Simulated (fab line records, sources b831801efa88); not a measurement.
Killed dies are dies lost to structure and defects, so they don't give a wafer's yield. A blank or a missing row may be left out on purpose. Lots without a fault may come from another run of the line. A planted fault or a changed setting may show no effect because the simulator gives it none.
Which tool did it? | flow gf180mcu | 24 lots, 72 wafers sampled, at 1 step of a route of 602

WHAT THE GAUGES READ, wafer by wafer
GF_V1_RS_MEAS_24: measures by four-point-probe.
lot  | measured     | on            | V1_W_RS (ohm/sq)
L074 | day 18 04:43 | film_metro-01 | 0.327 0.323 0.324
L075 | day 18 22:43 | film_metro-01 | 0.329 0.327 0.334
L077 | day 19 07:59 | film_metro-01 | 0.331 0.325 0.325
L076 | day 19 10:20 | film_metro-01 | 0.332 0.333 0.336
L078 | day 19 15:40 | film_metro-03 | 0.329 0.332 0.331
L079 | day 20 07:42 | film_metro-03 | 0.329 0.328 0.329
L080 | day 20 11:17 | film_metro-01 | 0.330 0.324 0.328
L081 | day 21 01:55 | film_metro-03 | 0.333 0.335 0.331
L082 | day 21 08:56 | film_metro-03 | 0.329 0.332 0.337
L083 | day 21 17:38 | film_metro-03 | 0.329 0.328 0.329
L084 | day 22 07:32 | film_metro-03 | 0.333 0.331 0.329
L085 | day 22 12:16 | film_metro-02 | 0.330 0.330 0.329
L086 | day 22 16:58 | film_metro-01 | 0.328 0.330 0.327
L087 | day 23 06:35 | film_metro-01 | 0.333 0.332 0.327
L088 | day 23 14:55 | film_metro-03 | 0.329 0.332 0.332
L089 | day 23 16:16 | film_metro-02 | 0.326 0.325 0.327
L090 | day 23 21:37 | film_metro-02 | 0.333 0.331 0.334
L091 | day 24 15:55 | film_metro-03 | 0.324 0.325 0.332
L092 | day 24 17:53 | film_metro-03 | 0.324 0.330 0.328
L093 | day 24 19:44 | film_metro-03 | 0.338 0.336 0.333
L094 | day 25 04:50 | film_metro-02 | 0.326 0.324 0.323
L095 | day 26 08:25 | film_metro-02 | 0.333 0.329 0.330
L096 | day 26 08:49 | film_metro-01 | 0.328 0.327 0.330
L097 | day 26 12:06 | film_metro-02 | 0.325 0.330 0.331

WHICH TOOL RAN EACH LOT (tool, then ch and the chambers of the sampled wafers, then the start)
The record holds no process step before these readings.

WHAT THE TOOLS THEMSELVES READ (means of the sampled wafers that have a number; where no wafer has one, the mark that the record gives instead)
The record holds no such reading with a usual standard deviation.

THE ANSWER, worked out from the rows above alone
Rule: what is usual is taken from the lots themselves. Put in order of their means at a reading, lots are off if they are a third of the lots or fewer, leave a main group of 4 or more, and stand apart from it by a gap of 3 or more times the standard deviation of the main group's means; of several such gaps the widest counts. A main group whose means are all the same, to the digits that the tables above print for the reading, isn't used. A lot without any number at a reading at which 4 lots or more have one is off too. The other lots that the step has rows for count as sound. The gauges are gone through in route order, then the tools' own readings, and for those a lot's mean is taken as printed above. The first step at which some lot is off is used, and at that step the reading that is off furthest; a lot without a number counts as furthest.
No lot is off at any reading shown: from this, nothing can be told.

WHAT THE SIMULATOR HAD PUT IN
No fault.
